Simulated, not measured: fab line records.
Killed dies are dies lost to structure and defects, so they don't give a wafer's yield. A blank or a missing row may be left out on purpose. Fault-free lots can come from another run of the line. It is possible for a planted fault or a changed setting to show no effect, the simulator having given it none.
fab line records	flow sky130
[record] lots = 24	wafers = 72	lastDay = 50
route steps=708 shown METAL3@535 CAPM@538 VIA3@587 METAL4@601 METAL5@663
lots with no fault: from the same line, run without faults
startH: hours from the record's opening day to when the first of the lot's shown wafers began	waitH: hours since the lot's step before	" repeats the value in the row above	L1.1+2: a row that stands for several wafers	- either no value or no given start	* or withheld: withheld	< > ~ a bound
route shown NAME@n: a module of which the file shows steps, and the number in the route of the first	usual: the fault-free wafers' mean and standard deviation	same: alike in all rows	chamber/n: place in a boat	sites: the reading at each site	_std_site: the values' standard deviation	_edge_site: inner sites' mean taken away from outer sites' mean	radiusMm: for every site, how far away it sits from the centre of the wafer	mask NAME#n: copy n	behind: the tool/chamber that last shaped the wafer	hold: cause of the lot's hold/its duration in hours/its outcome	device: which transistor (n, p or np) failed to switch	end of line: the same wafers' tests at the end of the route	where a step has no rows: the recipe by itself	killed: count of dies lost to structure and defects at first sort (not the wafer's yield)	map: per-die view of a wafer (x killed, . not killed, _ where there is no die)
set.NAME: the setting the step ran with; set.NAME@STEP: the setting that earlier step ran with	model.NAME: the simulator's own value behind a step, which no gauge read
one table for each step of the route and one row for each wafer, over a sample of lots
services: the hour from which a tool's chamber was out of use, counted from the record's first day as startH (under 0 if before that day), plus the number of hours and why
[[steps]]
[step SKY_METAL3_SPUTTER_03]
[recipe] material = Ti	targetThkNm = 5	powerW = 3000	timeS = 3.3	chamberPressurePa = 0.4
[usual] throttleValvePct = 30.2/0.91
lot.wafer	tool	chamber	startH	waitH	throttleValvePct
L074.1	pvdSputter-04	-	834.46	0.0	28.5
L074.2	"	-	"	"	30.9
L074.4	"	-	"	"	31.1
L075.3	pvdSputter-01	-	848.14	0.0	29.4
L075.5	"	-	"	"	29.7
L075.6	"	-	"	"	30.5
L076.1	pvdSputter-04	-	859.88	0.0	28.5
L076.2	"	-	"	"	31.0
L076.5	"	-	"	"	30.9
L077.2	pvdSputter-04	-	862.35	0.0	29.8
L077.3	"	-	"	"	28.6
L077.6	"	-	"	"	28.4
L078.3	pvdSputter-01	-	880.15	0.0	29.7
L078.5	"	-	"	"	29.5
L078.6	"	-	"	"	30.7
L079.2	pvdSputter-04	-	880.24	0.0	30.2
L079.3	"	-	"	"	30.7
L079.4	"	-	"	"	28.9
L080.2	pvdSputter-01	-	891.30	0.0	29.6
L080.4	"	-	"	"	30.9
L080.6	"	-	"	"	31.4
L081.3	pvdSputter-01	-	897.43	0.0	30.7
L081.4	"	-	"	"	29.6
L081.5	"	-	"	"	30.8
L082.1	pvdSputter-01	-	905.48	0.0	29.9
L082.3	"	-	"	"	29.8
L082.5	"	-	"	"	29.7
L083.2	pvdSputter-02	-	929.46	0.0	29.5
L083.3	"	-	"	"	31.4
L083.4	"	-	"	"	31.2
L084.2	pvdSputter-02	-	930.84	0.0	29.8
L084.5	"	-	"	"	29.8
L084.6	"	-	"	"	29.4
L085.3	pvdSputter-01	-	932.63	0.0	29.7
L085.4	"	-	"	"	30.8
L085.5	"	-	"	"	30.7
L086.2	pvdSputter-02	-	948.00	0.0	29.6
L086.4	"	-	"	"	29.4
L086.6	"	-	"	"	29.8
L087.1	pvdSputter-04	-	963.38	0.0	28.6
L087.2	"	-	"	"	28.5
L087.3	"	-	"	"	30.7
L088.3	pvdSputter-01	-	972.15	0.0	29.6
L088.5	"	-	"	"	29.7
L088.6	"	-	"	"	31.2
L089.3	pvdSputter-02	-	977.85	0.0	31.2
L089.5	"	-	"	"	30.9
L089.6	"	-	"	"	31.2
L090.1	pvdSputter-02	-	979.01	0.0	29.7
L090.4	"	-	"	"	31.2
L090.5	"	-	"	"	31.1
L091.2	pvdSputter-04	-	981.84	0.0	28.8
L091.4	"	-	"	"	28.3
L091.5	"	-	"	"	30.1
L092.1	pvdSputter-02	-	982.75	0.0	31.1
L092.3	"	-	"	"	29.9
L092.5	"	-	"	"	29.6
L093.3	pvdSputter-01	-	986.86	0.0	30.9
L093.4	"	-	"	"	31.1
L093.5	"	-	"	"	30.9
L094.1	pvdSputter-01	-	990.98	0.0	31.2
L094.2	"	-	"	"	30.6
L094.5	"	-	"	"	31.2
L095.2	pvdSputter-01	-	1012.95	0.0	31.4
L095.3	"	-	"	"	30.7
L095.5	"	-	"	"	29.7
L096.1	pvdSputter-02	-	1013.41	0.0	30.9
L096.3	"	-	"	"	31.0
L096.4	"	-	"	"	29.1
L097.1	pvdSputter-02	-	1025.51	0.0	31.1
L097.2	"	-	"	"	29.2
L097.5	"	-	"	"	31.1
[step SKY_CAPM_THK_MEAS_01]
[recipe] reads = SiO2_of_CAPM_CVD_00
[usual] CAPM_CVD_00_THK = 15.50/0.23
lot.wafer	tool	chamber	startH	waitH	CAPM_CVD_00_THK[nm]
L074.1	filmMetro-04	-	834.56	-	15.43
L074.2	"	-	"	"	15.40
L074.4	"	-	"	"	15.57
L075.3	filmMetro-03	-	848.25	-	15.26
L075.5	"	-	"	"	15.77
L075.6	"	-	"	"	15.64
L076.1	filmMetro-02	-	859.98	-	15.24
L076.2	"	-	"	"	15.38
L076.5	"	-	"	"	15.59
L077.2	filmMetro-03	-	862.45	-	15.12
L077.3	"	-	"	"	15.25
L077.6	"	-	"	"	15.51
L078.3	filmMetro-03	-	880.26	-	15.28
L078.5	"	-	"	"	15.36
L078.6	"	-	"	"	15.74
L079.2	filmMetro-04	-	880.35	-	15.21
L079.3	"	-	"	"	15.43
L079.4	"	-	"	"	15.23
L080.2	filmMetro-03	-	891.40	-	15.37
L080.4	"	-	"	"	15.97
L080.6	"	-	"	"	15.89
L081.3	filmMetro-03	-	897.54	-	15.62
L081.4	"	-	"	"	15.77
L081.5	"	-	"	"	15.72
L082.1	filmMetro-03	-	905.58	-	14.90
L082.3	"	-	"	"	15.17
L082.5	"	-	"	"	15.15
L083.2	filmMetro-02	-	929.56	-	15.17
L083.3	"	-	"	"	15.56
L083.4	"	-	"	"	15.50
L084.2	filmMetro-04	-	930.94	-	15.37
L084.5	"	-	"	"	15.75
L084.6	"	-	"	"	16.13
L085.3	filmMetro-02	-	932.74	-	15.33
L085.4	"	-	"	"	15.60
L085.5	"	-	"	"	15.48
L086.2	filmMetro-02	-	948.10	-	15.35
L086.4	"	-	"	"	15.38
L086.6	"	-	"	"	15.38
L087.1	filmMetro-03	-	963.47	-	15.37
L087.2	"	-	"	"	15.64
L087.3	"	-	"	"	15.19
L088.3	filmMetro-02	-	972.26	-	15.41
L088.5	"	-	"	"	15.83
L088.6	"	-	"	"	15.59
L089.3	filmMetro-02	-	977.97	-	15.45
L089.5	"	-	"	"	15.78
L089.6	"	-	"	"	15.65
L090.1	filmMetro-03	-	979.11	-	15.54
L090.4	"	-	"	"	15.69
L090.5	"	-	"	"	15.74
L091.2	filmMetro-03	-	981.94	-	15.08
L091.4	"	-	"	"	15.67
L091.5	"	-	"	"	15.48
L092.1	filmMetro-02	-	982.85	-	15.38
L092.3	"	-	"	"	15.37
L092.5	"	-	"	"	15.49
L093.3	filmMetro-03	-	986.97	-	15.47
L093.4	"	-	"	"	15.74
L093.5	"	-	"	"	15.65
L094.1	filmMetro-02	-	991.13	-	15.40
L094.2	"	-	"	"	15.54
L094.5	"	-	"	"	15.66
L095.2	filmMetro-04	-	1013.05	-	15.57
L095.3	"	-	"	"	15.78
L095.5	"	-	"	"	15.73
L096.1	filmMetro-02	-	1013.51	-	15.31
L096.3	"	-	"	"	15.73
L096.4	"	-	"	"	15.77
L097.1	filmMetro-03	-	1025.61	-	15.22
L097.2	"	-	"	"	15.27
L097.5	"	-	"	"	15.30
[step SKY_METAL3_METAL_ETCH_18]
[recipe] targetDepthA = 8450	stopOn = SiO2	overEtchFrac = 0.3	timeS = 183.1	chemistry = Cl2/BCl3	resistSidewallDeg = 88	pressureMtorr = 10	icpW = 900	biasW = 48.5	Cl2_flow_sccm = 60	bcl3FlowSccm = 30
[usual] drypumpMotorCurrentA = 5.9/0.33	mfcCl2Sccm = 59.98/0.18	oesProductAu = 0.866/0.007	throttleValvePct = 22.263/0.0091
lot.wafer	tool	chamber	startH	waitH	drypumpMotorCurrentA	mfcCl2Sccm	oesProductAu	rfHoursCounterH	throttleValvePct
L074.1	rieMetal-04	0	886.78	0.0	5.3	59.99	0.852	3	22.268
L074.2	"	1	"	"	6.2	59.99	0.847	8	22.274
L074.4	"	0	"	"	5.3	60.06	0.855	-	22.242
L075.3	rieMetal-02	1	900.69	0.1	5.7	59.84	0.868	-	22.255
L075.5	"	0	"	"	6.2	59.87	0.866	-	22.255
L075.6	"	1	"	"	5.7	59.95	0.866	-	22.262
L076.1	rieMetal-02	0	912.00	0.0	6.2	59.91	0.852	12	22.260
L076.2	"	1	"	"	5.7	60.01	0.868	5	22.262
L076.5	"	1	"	"	5.7	60.35	0.872	-	22.273
L077.2	rieMetal-03	0	913.98	0.0	6.2	59.77	0.868	5	22.271
L077.3	"	1	"	"	5.6	59.97	0.864	-	22.241
L077.6	"	1	"	"	5.6	60.24	0.868	-	22.270
L078.3	rieMetal-02	0	931.66	0.1	6.2	59.98	0.858	-	22.271
L078.5	"	1	"	"	5.7	59.96	0.868	-	22.252
L078.6	"	0	"	"	6.2	59.94	0.863	-	22.247
L079.2	rieMetal-03	0	931.98	0.0	6.2	59.90	0.864	5	22.264
L079.3	"	1	"	"	5.6	60.11	0.867	-	22.264
L079.4	"	0	"	"	6.2	60.23	0.858	-	22.275
L080.2	rieMetal-04	1	942.04	0.0	6.2	60.21	0.862	10	22.250
L080.4	"	0	"	"	5.3	60.27	0.864	-	22.282
L080.6	"	1	"	"	6.2	60.29	0.854	-	22.261
L081.3	rieMetal-03	0	949.16	0.1	6.2	59.81	0.860	-	22.270
L081.4	"	1	"	"	5.6	60.03	0.871	-	22.272
L081.5	"	0	"	"	6.2	60.29	0.860	-	22.257
L082.1	rieMetal-04	0	956.85	0.0	5.3	59.84	0.886	6	22.263
L082.3	"	1	"	"	6.2	59.98	0.864	-	22.273
L082.5	"	1	"	"	6.2	60.25	0.869	-	22.268
L083.2	rieMetal-03	1	979.59	0.0	5.6	59.84	0.872	12	22.258
L083.3	"	1	"	"	5.6	59.94	0.869	-	22.259
L083.4	"	0	"	"	6.2	60.09	0.869	-	22.269
L084.2	rieMetal-02	0	980.78	0.0	6.2	60.17	0.871	15	22.256
L084.5	"	0	"	"	6.2	60.02	0.859	-	22.265
L084.6	"	1	"	"	5.7	59.73	0.862	-	22.246
L085.3	rieMetal-02	1	983.34	0.1	5.7	59.72	0.870	-	22.258
L085.4	"	0	"	"	6.2	59.87	0.863	-	22.260
L085.5	"	0	"	"	6.2	59.96	0.862	-	22.260
L086.2	rieMetal-04	1	997.03	0.0	6.2	59.88	0.855	13	22.279
L086.4	"	1	"	"	6.2	59.84	0.868	-	22.253
L086.6	"	1	"	"	6.2	59.90	0.866	-	22.271
L087.1	rieMetal-04	1	1011.33	0.0	6.2	59.96	0.869	14	22.272
L087.2	"	0	"	"	5.3	60.04	0.874	9	22.251
L087.3	"	0	"	"	5.3	60.13	0.871	-	22.260
L088.3	rieMetal-02	1	1019.84	0.1	5.7	59.92	0.868	-	22.259
L088.5	"	0	"	"	6.2	59.73	0.873	-	22.249
L088.6	"	1	"	"	5.7	59.78	0.875	-	22.255
L089.3	rieMetal-03	1	1024.56	0.1	5.6	59.90	0.874	-	22.272
L089.5	"	0	"	"	6.2	60.20	0.863	-	22.259
L089.6	"	1	"	"	5.6	59.93	0.870	-	22.272
L090.1	rieMetal-03	0	1025.64	0.0	6.2	60.24	0.873	10	22.255
L090.4	"	0	"	"	6.2	60.04	0.872	-	22.261
L090.5	"	0	"	"	6.2	60.18	0.863	-	22.271
L091.2	rieMetal-04	1	1028.68	0.0	6.2	60.06	0.865	15	22.256
L091.4	"	0	"	"	5.3	60.08	0.861	-	22.275
L091.5	"	0	"	"	5.3	59.78	0.867	-	22.269
L092.1	rieMetal-04	0	1030.13	0.0	5.3	60.05	0.866	10	22.270
L092.3	"	0	"	"	5.3	60.06	0.854	-	22.263
L092.5	"	0	"	"	5.3	60.14	0.864	-	22.259
L093.3	rieMetal-02	1	1033.80	0.1	5.7	60.02	0.863	-	22.266
L093.4	"	0	"	"	6.2	59.87	0.859	-	22.265
L093.5	"	1	"	"	5.7	59.85	0.863	-	22.250
L094.1	rieMetal-03	0	1037.29	0.0	6.2	60.01	0.863	11	22.274
L094.2	"	1	"	"	5.6	60.05	0.867	15	22.261
L094.5	"	1	"	"	5.6	59.92	0.870	-	22.265
L095.2	rieMetal-03	0	1057.98	0.0	6.2	59.96	0.868	12	22.264
L095.3	"	1	"	"	5.6	60.53	0.869	-	22.263
L095.5	"	1	"	"	5.6	60.37	0.865	-	22.274
L096.1	rieMetal-02	1	1058.84	0.0	5.7	59.88	0.883	14	22.269
L096.3	"	0	"	"	6.2	60.16	0.874	-	22.265
L096.4	"	1	"	"	5.7	59.95	0.875	-	22.259
L097.1	rieMetal-02	1	1068.85	0.0	5.7	60.20	0.864	15	22.253
L097.2	"	0	"	"	6.2	60.30	0.872	21	22.277
L097.5	"	1	"	"	5.7	60.14	0.874	-	22.274
[step SKY_VIA3_ETCH_14]
[recipe] chemistry = N2/H2	target = BARC	ionEnergyEv = 200	sourceW = 500	biasW = 100	pressureMtorr = 30	n2FlowSccm = 100	h2FlowSccm = 200	stopOn = SiO2	timeS = 45.9	targetDepthA = 600
[usual] drypumpMotorCurrentA = 5.9/0.45	oesProductAu = 0.854/0.0048	throttleValvePct = 13.225/0.0081
lot.wafer	tool	chamber	startH	waitH	drypumpMotorCurrentA	oesProductAu	rfHoursCounterH	throttleValvePct
L074.1	rieDiel-03	1	913.95	0.0	5.4	0.853	26	13.225
L074.2	"	3	"	"	5.9	0.849	16	13.223
L074.4	"	2	"	"	5.6	0.840	-	13.231
L075.3	rieDiel-02	3	927.30	0.0	6.3	0.858	12	13.209
L075.5	"	0	"	"	6.3	0.855	-	13.227
L075.6	"	3	"	"	6.3	0.854	-	13.223
L076.1	rieDiel-03	0	938.40	0.0	5.1	0.850	18	13.231
L076.2	"	1	"	"	5.4	0.856	27	13.234
L076.5	"	0	"	"	5.1	0.851	-	13.230
L077.2	rieDiel-03	3	940.15	0.0	5.9	0.854	17	13.229
L077.3	"	0	"	"	5.1	0.854	18	13.228
L077.6	"	1	"	"	5.4	0.859	-	13.219
L078.3	rieDiel-03	2	958.25	0.0	5.6	0.857	27	13.222
L078.5	"	1	"	"	5.4	0.856	-	13.211
L078.6	"	2	"	"	5.6	0.856	-	13.208
L079.2	rieDiel-02	0	958.34	0.0	6.3	0.848	10	13.229
L079.3	"	1	"	"	6.2	0.856	14	13.223
L079.4	"	3	"	"	6.3	0.860	13	13.222
L080.2	rieDiel-03	3	967.75	0.0	5.9	0.843	18	13.231
L080.4	"	1	"	"	5.4	0.858	28	13.226
L080.6	"	3	"	"	5.8	0.854	-	13.237
L081.3	rieDiel-02	2	975.00	0.0	6.0	0.851	19	13.212
L081.4	"	0	"	"	6.3	0.850	10	13.232
L081.5	"	1	"	"	6.2	0.847	-	13.233
L082.1	rieDiel-03	0	982.89	0.0	5.1	0.852	20	13.232
L082.3	"	2	"	"	5.6	0.839	28	13.234
L082.5	"	1	"	"	5.4	0.852	-	13.232
L083.2	rieDiel-01	0	1003.94	0.0	5.5	0.854	10	13.225
L083.3	"	2	"	"	5.8	0.857	21	13.214
L083.4	"	1	"	"	6.5	0.860	21	13.239
L084.2	rieDiel-03	0	1004.89	0.0	5.1	0.854	20	13.232
L084.5	"	3	"	"	5.9	0.857	-	13.224
L084.6	"	2	"	"	5.6	0.848	-	13.243
L085.3	rieDiel-03	2	1007.95	0.0	5.6	0.853	28	13.218
L085.4	"	0	"	"	5.2	0.859	20	13.238
L085.5	"	3	"	"	5.9	0.848	-	13.232
L086.2	rieDiel-02	2	1020.64	0.0	5.9	0.853	20	13.224
L086.4	"	1	"	"	6.1	0.851	16	13.225
L086.6	"	1	"	"	6.2	0.847	-	13.208
L087.1	rieDiel-02	2	1035.50	0.0	6.0	0.853	21	13.223
L087.2	"	3	"	"	6.3	0.852	15	13.230
L087.3	"	0	"	"	6.3	0.850	12	13.226
L088.3	rieDiel-01	1	1043.30	0.0	6.6	0.855	22	13.223
L088.5	"	1	"	"	6.5	0.851	-	13.235
L088.6	"	0	"	"	5.6	0.855	-	13.218
L089.3	rieDiel-02	3	1048.25	0.0	6.3	0.851	16	13.219
L089.5	"	1	"	"	6.2	0.856	-	13.219
L089.6	"	2	"	"	5.9	0.850	-	13.232
L090.1	rieDiel-01	1	1049.35	0.0	6.5	0.856	22	13.234
L090.4	"	3	"	"	6.6	0.847	-	13.217
L090.5	"	0	"	"	5.6	0.852	-	13.203
L091.2	rieDiel-03	1	1052.20	0.0	5.4	0.852	31	13.228
L091.4	"	3	"	"	5.9	0.855	21	13.236
L091.5	"	3	"	"	5.9	0.859	-	13.229
L092.1	rieDiel-02	1	1053.70	0.0	6.2	0.853	18	13.218
L092.3	"	0	"	"	6.4	0.855	12	13.219
L092.5	"	2	"	"	6.0	0.852	-	13.221
L093.3	rieDiel-03	2	1057.15	0.0	5.6	0.860	30	13.243
L093.4	"	1	"	"	5.4	0.853	31	13.229
L093.5	"	1	"	"	5.4	0.851	-	13.235
L094.1	rieDiel-01	2	1060.60	0.0	5.8	0.859	22	13.221
L094.2	"	1	"	"	6.5	0.845	23	13.227
L094.5	"	1	"	"	6.5	0.849	-	13.234
L095.2	rieDiel-03	3	1081.05	0.0	5.8	0.861	22	13.233
L095.3	"	1	"	"	5.4	0.861	1	13.208
L095.5	"	0	"	"	5.1	0.864	-	13.233
L096.1	rieDiel-02	1	1081.52	0.0	6.2	0.858	18	13.221
L096.3	"	0	"	"	6.3	0.853	13	13.208
L096.4	"	3	"	"	6.3	0.852	17	13.226
L097.1	rieDiel-01	3	1091.09	0.0	6.6	0.850	15	13.218
L097.2	"	0	"	"	5.6	0.851	13	13.233
L097.5	"	3	"	"	6.6	0.855	-	13.234
[step SKY_METAL4_SPUTTER_03]
[recipe] material = Ti	targetThkNm = 5	powerW = 3000	timeS = 3.3	chamberPressurePa = 0.4
[usual] throttleValvePct = 29.8/1.1
lot.wafer	tool	chamber	startH	waitH	throttleValvePct
L074.1	pvdSputter-02	-	915.39	0.0	31.3
L074.2	"	-	"	"	29.6
L074.4	"	-	"	"	31.4
L075.3	pvdSputter-02	-	928.86	0.0	31.3
L075.5	"	-	"	"	29.7
L075.6	"	-	"	"	31.1
L076.1	pvdSputter-04	-	940.00	0.0	31.2
L076.2	"	-	"	"	28.6
L076.5	"	-	"	"	30.4
L077.2	pvdSputter-02	-	941.75	0.0	31.1
L077.3	"	-	"	"	31.3
L077.6	"	-	"	"	29.2
L078.3	pvdSputter-02	-	959.73	0.0	29.5
L078.5	"	-	"	"	29.6
L078.6	"	-	"	"	29.4
L079.2	pvdSputter-03	-	959.78	0.0	30.0
L079.3	"	-	"	"	28.6
L079.4	"	-	"	"	29.0
L080.2	pvdSputter-04	-	969.19	0.0	28.5
L080.4	"	-	"	"	28.8
L080.6	"	-	"	"	28.1
L081.3	pvdSputter-02	-	976.45	0.0	29.2
L081.4	"	-	"	"	31.5
L081.5	"	-	"	"	31.1
L082.1	pvdSputter-02	-	984.35	0.0	29.2
L082.3	"	-	"	"	31.4
L082.5	"	-	"	"	31.5
L083.2	pvdSputter-04	-	1005.41	0.0	30.9
L083.3	"	-	"	"	30.1
L083.4	"	-	"	"	28.3
L084.2	pvdSputter-04	-	1006.36	0.0	30.0
L084.5	"	-	"	"	28.7
L084.6	"	-	"	"	28.4
L085.3	pvdSputter-04	-	1009.39	0.0	28.8
L085.4	"	-	"	"	30.3
L085.5	"	-	"	"	28.7
L086.2	pvdSputter-02	-	1022.09	0.0	31.2
L086.4	"	-	"	"	29.9
L086.6	"	-	"	"	30.0
L087.1	pvdSputter-03	-	1036.94	0.0	28.7
L087.2	"	-	"	"	28.5
L087.3	"	-	"	"	30.2
L088.3	pvdSputter-03	-	1044.77	0.0	30.2
L088.5	"	-	"	"	28.9
L088.6	"	-	"	"	28.7
L089.3	pvdSputter-04	-	1049.72	0.0	28.8
L089.5	"	-	"	"	30.3
L089.6	"	-	"	"	28.3
L090.1	pvdSputter-02	-	1050.79	0.0	29.6
L090.4	"	-	"	"	31.4
L090.5	"	-	"	"	31.1
L091.2	pvdSputter-04	-	1053.76	0.0	28.6
L091.4	"	-	"	"	30.9
L091.5	"	-	"	"	28.2
L092.1	pvdSputter-03	-	1055.14	0.0	28.7
L092.3	"	-	"	"	28.9
L092.5	"	-	"	"	30.4
L093.3	pvdSputter-02	-	1059.03	0.0	29.3
L093.4	"	-	"	"	31.5
L093.5	"	-	"	"	31.0
L094.1	pvdSputter-04	-	1062.04	0.0	28.9
L094.2	"	-	"	"	30.3
L094.5	"	-	"	"	30.1
L095.2	pvdSputter-02	-	1082.90	0.0	29.9
L095.3	"	-	"	"	31.1
L095.5	"	-	"	"	31.2
L096.1	pvdSputter-04	-	1083.50	0.0	28.7
L096.3	"	-	"	"	30.9
L096.4	"	-	"	"	28.2
L097.1	pvdSputter-04	-	1092.54	0.0	30.8
L097.2	"	-	"	"	30.3
L097.5	"	-	"	"	28.4
[step SKY_METAL5_SPUTTER_02]
[recipe] material = AlCu	targetThkNm = 1150	powerW = 10600	timeS = 64.13	chamberPressurePa = 0.4
[usual] throttleValvePct = 29.8/0.91
lot.wafer	tool	chamber	startH	waitH	throttleValvePct
L074.1	pvdSputter-04	-	990.94	0.0	30.9
L074.2	"	-	"	"	28.0
L074.4	"	-	"	"	28.8
L075.3	pvdSputter-01	-	1004.46	0.0	31.1
L075.5	"	-	"	"	30.8
L075.6	"	-	"	"	29.4
L076.1	pvdSputter-03	-	1014.56	0.0	29.3
L076.2	"	-	"	"	30.6
L076.5	"	-	"	"	30.1
L077.2	pvdSputter-01	-	1017.13	0.0	30.8
L077.3	"	-	"	"	29.8
L077.6	"	-	"	"	29.7
L078.3	pvdSputter-01	-	1033.74	0.0	31.1
L078.5	"	-	"	"	30.5
L078.6	"	-	"	"	29.8
L079.2	pvdSputter-03	-	1033.89	0.0	30.4
L079.3	"	-	"	"	30.2
L079.4	"	-	"	"	28.4
L080.2	pvdSputter-01	-	1041.17	0.0	30.4
L080.4	"	-	"	"	29.6
L080.6	"	-	"	"	29.7
L081.3	pvdSputter-04	-	1047.63	0.0	30.3
L081.4	"	-	"	"	31.2
L081.5	"	-	"	"	30.5
L082.1	pvdSputter-03	-	1055.94	0.0	28.9
L082.3	"	-	"	"	28.7
L082.5	"	-	"	"	29.2
L083.2	pvdSputter-04	-	1074.41	0.0	28.3
L083.3	"	-	"	"	30.8
L083.4	"	-	"	"	30.4
L084.2	pvdSputter-04	-	1076.12	0.0	30.8
L084.5	"	-	"	"	30.3
L084.6	"	-	"	"	31.2
L085.3	pvdSputter-04	-	1081.58	0.0	28.9
L085.4	"	-	"	"	30.3
L085.5	"	-	"	"	30.3
L086.2	pvdSputter-01	-	1089.74	0.0	29.8
L086.4	"	-	"	"	29.4
L086.6	"	-	"	"	29.5
L087.1	pvdSputter-03	-	1108.12	0.0	28.2
L087.2	"	-	"	"	29.0
L087.3	"	-	"	"	30.7
L088.3	pvdSputter-01	-	1116.63	0.0	30.6
L088.5	"	-	"	"	30.8
L088.6	"	-	"	"	29.5
L089.3	pvdSputter-04	-	1117.83	0.0	28.6
L089.5	"	-	"	"	30.3
L089.6	"	-	"	"	28.8
L090.1	pvdSputter-01	-	1118.43	0.0	29.3
L090.4	"	-	"	"	29.9
L090.5	"	-	"	"	29.7
L091.2	pvdSputter-04	-	1119.80	0.0	28.2
L091.4	"	-	"	"	28.8
L091.5	"	-	"	"	30.3
L092.1	pvdSputter-03	-	1121.90	0.0	28.3
L092.3	"	-	"	"	30.4
L092.5	"	-	"	"	30.5
L093.3	pvdSputter-03	-	1124.90	0.0	28.9
L093.4	"	-	"	"	30.7
L093.5	"	-	"	"	28.4
L094.1	pvdSputter-03	-	1127.90	0.0	30.3
L094.2	"	-	"	"	28.7
L094.5	"	-	"	"	30.6
L095.2	pvdSputter-01	-	1143.16	0.0	29.4
L095.3	"	-	"	"	30.6
L095.5	"	-	"	"	29.7
L096.1	pvdSputter-03	-	1144.09	0.0	28.4
L096.3	"	-	"	"	30.1
L096.4	"	-	"	"	30.4
L097.1	pvdSputter-03	-	1149.27	0.0	30.4
L097.2	"	-	"	"	30.3
L097.5	"	-	"	"	29.2
[[services]]
tool	chamber	startH	hours	kind
rieMetal-03	-	812.61	0.6	repair
pvdSputter-02	-	827.26	11.6	repair
pvdSputter-01	-	836.39	6.2	repair
pvdSputter-02	-	840.67	1.2	repair
rieMetal-02	0	847.39	5.1	repair
rieDiel-03	-	855.88	0.6	repair
pvdSputter-02	-	868.18	2.4	repair
pvdSputter-02	-	880.20	4.8	repair
pvdSputter-04	-	890.21	0.9	repair
pvdSputter-04	-	890.26	5.2	repair
pvdSputter-04	-	894.11	5.4	repair
rieDiel-03	0	910.92	5.7	repair
rieDiel-02	-	929.36	4.3	pm
pvdSputter-02	-	931.67	1.4	repair
rieDiel-03	-	932.45	0.3	repair
rieMetal-03	-	955.18	0.6	repair
pvdSputter-04	-	971.67	4.9	repair
pvdSputter-01	-	979.70	3.2	repair
pvdSputter-03	-	989.26	21.2	repair
rieMetal-02	-	1023.06	3.7	repair
rieMetal-02	-	1050.04	0.3	repair
rieDiel-03	2	1095.98	3.7	repair
rieDiel-03	3	1096.25	2.4	repair
pvdSputter-01	-	1127.99	3.4	repair
[[key]]
fault none
